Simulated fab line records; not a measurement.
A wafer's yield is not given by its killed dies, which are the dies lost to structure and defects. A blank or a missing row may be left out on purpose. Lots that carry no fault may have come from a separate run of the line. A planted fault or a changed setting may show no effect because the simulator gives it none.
fab line records	flow sky130
record: lots: 4	wafers: 12	lastDay: 49
route steps=708 shown SD_N@352 SALICIDE@361 LI_CONTACT@362 LOCAL_INTERCONNECT@387 PAD_OPEN@708
lots that met no fault: from a run of the same line without faults
startH: start of the lot's first displayed wafer, in hours after the record's first day	waitH: hours elapsed since this lot's preceding step	" repeats the value in the row above	L1.1+2: a single row standing in for several wafers	- no value present, or no start provided	* or withheld: withheld	< > ~ a bound
route shown NAME@n: names a module that has steps shown in the file, with the first one's number in the route	usual: the fault-free wafers' mean and standard deviation	same: alike in all rows	chamber/n: place in a boat	sites: the reading at each site	_std_site: standard deviation across them	_edge_site: inner sites' mean taken away from outer sites' mean	radiusMm: how far each site lies from the wafer's centre	mask NAME#n: copy n	behind: the last tool/chamber to shape the wafer	hold: the reason the lot was held/the length of the hold in hours/how it ended	device: transistor that didn't switch, given as n, p or np	end of line: the route-end tests of the same wafers	a step with no rows: only its recipe	killed: not the wafer's yield, but the dies lost to structure and defects at the first sort	map: a wafer's dies, marking killed ones x, the rest . and places with no die _
set.NAME: the setting as run; set.NAME@STEP: as run at that earlier step	model.NAME: the simulator's own value behind a step, which no gauge read
a table for each step, a row for each wafer; lots at some steps of the route
services: when a tool's chamber went out of use (startH, in hours from the record's first day, below 0 if earlier), for how many hours, and the reason
== steps ==
step: SKY_SD_N_IMPLANT_10
recipe: species: P	energyKev: 20	doseCm2: 1e+14	tiltDeg: 0
step: SKY_SD_N_STRIP_11
recipe: chemistry: O2/N2	powerW: 1400	pressureMtorr: 1500	platenTempC: withheld	o2FlowSccm: 3000	n2FlowSccm: 300	overashFraction: 0.5
step: SKY_SD_N_CLEAN_13
recipe: chemistry: SC1/SC2	mix: 1:4:20	tempC: 70	timeS: 150	dry: n2Spin
step: SKY_SD_N_RTA_14
recipe: tempC: 1075	timeS: 2	idleTempC: 650	rampUpCPerS: 150	rampDownCPerS: 90	ambient: N2
step: SKY_SALICIDE_CLEAN_00
recipe: chemistry: HF-last	timeS: 30	dilution: 100:1	dry: ipaMarangoni
step: SKY_LI_CONTACT_HDPCVD_00
recipe: material: PSG	targetThkNm: 930	sigmaOpenFrac: 0.3	timeS: 155	tempC: 600	sih4FlowSccm: 60	pressureMtorr: 6
step: SKY_LI_CONTACT_CMP_02
recipe: material: PSG	downForcePsi: 4	platenRpm: 60	padVelocityMS: 0.94248
usual: motorCurrentA: 12.7/1.6	timeToEndpointS: 30/3.5
lot.wafer	tool	chamber	startH	waitH	motorCurrentA	timeToEndpointS	model.PSG_of_LI_CONTACT_HDPCVD_00.thkNm
L433.4	cmp-01	1	689.27	0.0	11.7	41	708.4
L433.2	"	0	"	"	11.6	40	705.5
L433.6	"	2	"	"	11.4	42	713
L434.4	cmp-01	1	699.69	0.1	12.1	40	706.3
L434.5	"	3	"	"	15.6	41	709.5
L434.6	"	0	"	"	12.0	42	710.1
L443.4	cmp-01	1	776.25	0.0	11.7	32	605.5
L443.3	"	0	"	"	11.8	29	604.9
L443.5	"	2	"	"	11.2	30	606.1
L447.3	cmp-02	1	807.64	0.0	12.4	32	606.3
L447.6	"	1	"	"	11.2	31	605.5
L447.5	"	2	"	"	13.1	34	608.4
step: SKY_LI_CONTACT_DEHYDRATE_04
recipe: tempC: 200	timeS: 60
step: SKY_LI_CONTACT_HMDS_05
recipe: primeTimeS: 60	primeTempC: 120
step: SKY_LI_CONTACT_COAT_06
recipe: resist: BARC	tempC: withheld	timeS: withheld	spinRpm: 3000	resistThkNm: 60
step: SKY_LI_CONTACT_COAT_07
recipe: resist: KrF-thick	spinRpm: 3000	resistThkNm: 450
step: SKY_LI_CONTACT_SOFTBAKE_08
recipe: tempC: 100.9	timeS: 90	resist: KrF-thick
step: SKY_LI_CONTACT_EXPOSE_09
recipe: maskId: LICM1	na: 0.8	sourceShape: annular	sigmaInner: 0.55	sigmaOuter: 0.85	targetCdNm: 170	doseMj: 38
step: SKY_LI_CONTACT_PEB_10
recipe: pebTempC: withheld	pebTimeS: withheld	resist: KrF-thick
step: SKY_LI_CONTACT_DEVELOP_11
recipe: developTimeS: 60	resist: KrF-thick	devTempC: 21
step: SKY_LI_CONTACT_ETCH_14
recipe: chemistry: N2/H2	target: BARC	ionEnergyEv: 200	sourceW: 500	biasW: 100	pressureMtorr: 30	n2FlowSccm: 100	h2FlowSccm: 200	stopOn: SiO2	timeS: 45.9	targetDepthA: 600
step: SKY_LI_CONTACT_ETCH_15
recipe: target: PSG	chemistry: C4F8/O2/Ar	stopOn: Si	taperDeg: 4.15	maskMaterial: KrF-thick	sourceW: 1500	biasW: 1200	pressureMtorr: 40	c4f8FlowSccm: withheld	O2_flow_sccm: 6	Ar_flow_sccm: 300	timeS: withheld	targetDepthA: 6000
usual: oesProductAu: 0.844/0.0048
lot.wafer	tool	chamber	startH	waitH	oesProductAu	model.LI_CONTACT.featureDepthNm	model.etch.depthNm
L433.2	rieDiel-03	2	717.91	0.0	0.919	705.5	705.5
L433.4	"	1	"	"	0.927	708.4	708.4
L433.6	"	1	"	"	0.926	713	713
L434.4	rieDiel-03	1	728.36	0.0	0.916	706.3	706.3
L434.5	"	0	"	"	0.918	709.5	709.5
L434.6	"	3	"	"	0.925	710.1	710.1
L443.3	rieDiel-03	2	804.07	0.0	0.843	604.9	604.9
L443.4	"	3	"	"	0.850	605.5	605.5
L443.5	"	2	"	"	0.835	606.1	606.1
L447.3	rieDiel-03	0	835.11	0.0	0.847	606.3	606.3
L447.5	"	0	"	"	0.850	608.4	608.4
L447.6	"	1	"	"	0.846	605.6	605.5
step: SKY_LI_CONTACT_STRIP_16
recipe: chemistry: O2/N2	powerW: 1400	pressureMtorr: 1500	platenTempC: withheld	o2FlowSccm: 3000	n2FlowSccm: 300	overashFraction: 0.5
step: SKY_LI_CONTACT_CLEAN_17
recipe: chemistry: NMP	timeS: 600	tempC: 60	dry: n2Spin
step: SKY_LI_CONTACT_PRE_CLEAN_18
recipe: gas: Ar	timeS: 5.6	biasV: 358
step: SKY_LI_CONTACT_SPUTTER_19
recipe: material: Ti	targetThkNm: 20	chamberPressurePa: 5	powerW: 2500	substrateTempC: 200	timeS: 106.37
step: SKY_LI_CONTACT_SPUTTER_20
recipe: material: TiN	targetThkNm: 20	chamberPressurePa: 5	powerW: 4000	timeS: 80
step: SKY_LI_CONTACT_CVD_21
recipe: material: W	targetThkNm: 400	timeS: 120.56	tempC: 400	pressureTorr: 40
step: SKY_LI_CONTACT_CMP_24
recipe: stopOn: PSG	tOverpolishS: 20	downForcePsi: 3.5	platenRpm: 60	targetThkNm: 0	padVelocityMS: 0.94248
usual: motorCurrentA: 11.6/1.3
lot.wafer	tool	chamber	startH	waitH	motorCurrentA	model.PSG_of_LI_CONTACT_HDPCVD_00.thkNm
L433.4	cmp-02	2	718.83	0.1	11.9	698.9
L433.2	"	3	"	"	11.7	696
L433.6	"	1	"	"	10.6	703.6
L434.4	cmp-01	1	729.18	0.1	10.6	696.8
L434.6	"	0	"	"	10.9	700.6
L434.5	"	1	"	"	11.3	700.1
L443.4	cmp-01	2	804.89	0.0	10.5	596
L443.3	"	3	"	"	15.2	595.5
L443.5	"	2	"	"	10.4	596.6
L447.3	cmp-01	3	836.09	0.2	15.3	596.9
L447.6	"	0	"	"	10.5	596.1
L447.5	"	1	"	"	11.1	599
step: SKY_LOCAL_INTERCONNECT_SPUTTER_00
recipe: material: TiN	targetThkNm: 100	tempC: 300	powerW: 6500	timeS: 83.3	chamberPressurePa: 0.4
step: SKY_PAD_OPEN_PROBE_99
usual: killed_at_M0_to_M3: 43/7	killed_at_M4_up: 3.0/1.9	killedAtContacts: 24/4.6	killedAtFrontEnd: 15/4.1	killedAtOther: 0.3/0.52	killedDies: 84/9.7	killedOpen: 46/6.9	killedShort: 38/6.8
same: grossDies: 492	killedAtBackSide: 0
lot.wafer	tool	chamber	startH	waitH	killed_at_M0_to_M3	killed_at_M4_up	killedAtContacts	killedAtFrontEnd	killedAtOther	killedDies	killedOpen	killedShort	model.etest.liconPdiff.rcOhm	model.etest.nfetG5v0d10v5.rOnOhmUm	model.etest.nfet_01v8.rOnOhmUm	model.etest.liconNdiff.rcOhm	model.etest.liconHighPo.rcOhm	model.etest.sonosUncharged.rOnOhmUm	model.etest.capLiToPoly.cAfUm2	model.etest.liconPoly.rcOhm
L433.2	prober-01	-	1108.15	0.1	32	2	27	22	0	83	46	36	656.5	1944	841.3	217.2	381.9	811.4	76.72	169.4
L433.4	prober-01	-	1108.25	0.2	46	2	24	14	0	86	51	35	646.3	1951	840.5	212.3	363	817.7	78.09	169.7
L433.6	prober-01	-	1108.35	0.2	38	7	21	9	0	75	41	33	690.9	1982	876.8	216.9	395.4	838.4	74.57	170.7
L434.4	prober-02	-	1116.35	0.2	41	0	27	20	0	88	44	43	656	1894	859.6	211.5	364.2	815	78.19	162.5
L434.5	prober-02	-	1116.40	0.2	41	3	28	22	0	94	46	47	650.3	1882	867.9	210.6	357.6	806.2	75.45	165.3
L434.6	prober-02	-	1116.45	0.2	56	3	23	14	0	96	51	45	629	1910	879.9	205.2	358.8	815.9	77.49	158.8
L443.3	prober-02	-	1168.08	0.2	31	2	23	8	0	64	37	26	591.4	1819	827	181.7	354.3	789.4	97.3	153.5
L443.4	prober-02	-	1168.13	0.2	55	2	26	10	1	94	52	42	578.8	1835	808.5	181.9	345.6	784	98.52	155.4
L443.5	prober-02	-	1168.18	0.2	49	2	21	16	0	88	43	44	598.2	1862	823.5	178.8	334.7	790.4	102.5	151.3
L447.3	prober-02	-	1185.27	0.2	31	3	20	14	0	68	37	29	604.4	1893	854.6	188.6	359.1	792.8	97.59	150.6
L447.5	prober-02	-	1185.37	0.2	50	2	20	8	0	80	55	25	593.4	1887	855.6	191.2	362.9	782.4	100.3	155.4
L447.6	prober-02	-	1185.42	0.2	48	2	14	17	0	81	35	43	607.1	1898	849.8	186.1	356.6	794	100.9	154.7
killed by level:class
L433.2 VIA1:geometricParticle:open=12 CONTACT:geometricParticle:open=11 FIELD_ISO:geometricParticle:short=6 LI_CONTACT:geometricParticle:open=6 CONTACT:geometricParticle:short=5 METAL1:geometricParticle:short=5 FIELD_ISO:geometricParticle:open=4 VIA3:geometricParticle:short=4
L433.4 VIA2:geometricParticle:open=10 CONTACT:geometricParticle:open=8 VIA1:geometricParticle:open=8 VIA3:geometricParticle:open=7 VIA1:geometricParticle:short=6 POLY_GATE:geometricParticle:open=5 CONTACT:geometricParticle:short=5 FIELD_ISO:geometricParticle:open=4
L433.6 VIA1:geometricParticle:open=10 VIA3:geometricParticle:open=8 METAL4:geometricParticle:short=7 VIA2:geometricParticle:open=6 LI_CONTACT:geometricParticle:open=6 CONTACT:geometricParticle:open=6 METAL3:geometricParticle:short=5 LOCAL_INTERCONNECT:geometricParticle:short=4
L434.4 LOCAL_INTERCONNECT:geometricParticle:short=9 VIA1:geometricParticle:open=8 POLY_GATE:geometricParticle:open=6 CONTACT:geometricParticle:open=6 METAL1:geometricParticle:short=5 VIA1:geometricParticle:short=5 METAL2:geometricParticle:short=5 VIA3:geometricParticle:open=5
L434.5 CONTACT:geometricParticle:open=12 METAL1:geometricParticle:short=8 METAL2:geometricParticle:short=7 VIA3:geometricParticle:open=7 VIA1:geometricParticle:open=6 FIELD_ISO:geometricParticle:open=5 LOCAL_INTERCONNECT:geometricParticle:short=5 FIELD_ISO:geometricParticle:short=4
L434.6 VIA1:geometricParticle:open=13 LI_CONTACT:geometricParticle:open=8 METAL1:geometricParticle:short=6 VIA1:geometricParticle:short=6 METAL2:geometricParticle:short=6 VIA3:geometricParticle:open=6 POLY_GATE:geometricParticle:short=5 METAL3:geometricParticle:short=5
L443.3 VIA1:geometricParticle:open=10 VIA2:geometricParticle:open=8 LI_CONTACT:geometricParticle:open=7 CONTACT:geometricParticle:open=7 METAL1:geometricParticle:short=4 CONTACT:geometricParticle:short=4 FIELD_ISO:geometricParticle:short=3 POLY_GATE:geometricParticle:short=3
L443.4 VIA1:geometricParticle:open=14 LI_CONTACT:geometricParticle:open=11 VIA2:geometricParticle:open=11 METAL1:geometricParticle:short=9 CONTACT:geometricParticle:open=8 VIA2:geometricParticle:short=7 POLY_GATE:geometricParticle:short=4 CONTACT:geometricParticle:short=4
L443.5 VIA1:geometricParticle:open=9 FIELD_ISO:geometricParticle:short=8 CONTACT:geometricParticle:open=8 METAL1:geometricParticle:short=8 VIA2:geometricParticle:open=8 VIA1:geometricParticle:short=7 LOCAL_INTERCONNECT:geometricParticle:short=4 VIA3:geometricParticle:short=4
L447.3 LI_CONTACT:geometricParticle:open=6 VIA1:geometricParticle:open=6 LI_CONTACT:geometricParticle:short=5 CONTACT:geometricParticle:open=5 METAL1:geometricParticle:short=5 VIA2:geometricParticle:short=5 FIELD_ISO:geometricParticle:open=4 POLY_GATE:geometricParticle:short=4
L447.5 VIA1:geometricParticle:open=14 VIA2:geometricParticle:open=12 LI_CONTACT:geometricParticle:open=7 METAL2:geometricParticle:short=6 CONTACT:geometricParticle:open=5 METAL2:geometricParticle:open=4 CONTACT:geometricParticle:short=4 VIA2:geometricParticle:short=3
L447.6 VIA1:geometricParticle:open=10 METAL1:geometricParticle:short=7 METAL2:geometricParticle:short=6 CONTACT:geometricParticle:open=5 CONTACT:geometricParticle:short=5 VIA1:geometricParticle:short=5 VIA2:geometricParticle:short=4 VIA3:geometricParticle:short=4
== services ==
tool	chamber	startH	hours	kind
cmp-02	-	678.34	2.1	repair
cmp-02	-	680.43	5.7	pm
cmp-01	-	703.94	1.2	repair
rieDiel-03	2	727.63	5.0	repair
cmp-02	-	744.19	4.0	pm
cmp-02	-	748.19	-	consumableReplace:conditioner
cmp-02	-	748.19	-	consumableReplace:pad
rieDiel-03	0	761.57	12.7	repair
cmp-01	-	805.19	6.2	pm
== key ==
firstSign: step: SKY_LI_CONTACT_CMP_02	reading: timeToEndpointS	direction: up	sigmas: 3	usual: *	struck: *
effect: step: SKY_LI_CONTACT_ETCH_15	reading: oesProductAu	direction: up	sigmas: 16	usual: 0.844	struck: 0.922
modelEffect: step: SKY_LI_CONTACT_CMP_02	value: PSG_of_LI_CONTACT_HDPCVD_00.thkNm	without: 604.7	struck: 708.8
modelEffect: step: SKY_LI_CONTACT_ETCH_15	value: LI_CONTACT.featureDepthNm	without: 604.7	struck: 708.8
modelEffect: step: SKY_LI_CONTACT_CMP_24	value: PSG_of_LI_CONTACT_HDPCVD_00.thkNm	without: 595.3	struck: 699.3
modelEffect: step: SKY_PAD_OPEN_PROBE_99	value: etest.liconPdiff.rcOhm	without: 589.1	struck: 654.8
metAt SKY_LI_CONTACT_CMP_02
struckWafers L433.2,L433.4,L433.6,L434.4,L434.5,L434.6
testerLeftOut L433,L434
fault: kind: processParameterDrift	tool: cmp-01	chamber: -	onsetH: 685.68	steps: SKY_LI_CONTACT_CMP_02	channel: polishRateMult	offset: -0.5	shape: step	endH: 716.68
testerLeftOut: of these lots the tester's yield and bins aren't shown, on N5 and GAA mostly nor the transistor test; their killed dies are dies lost to structure and defects alone, not to doping, threshold or leakage, so they don't give the yield
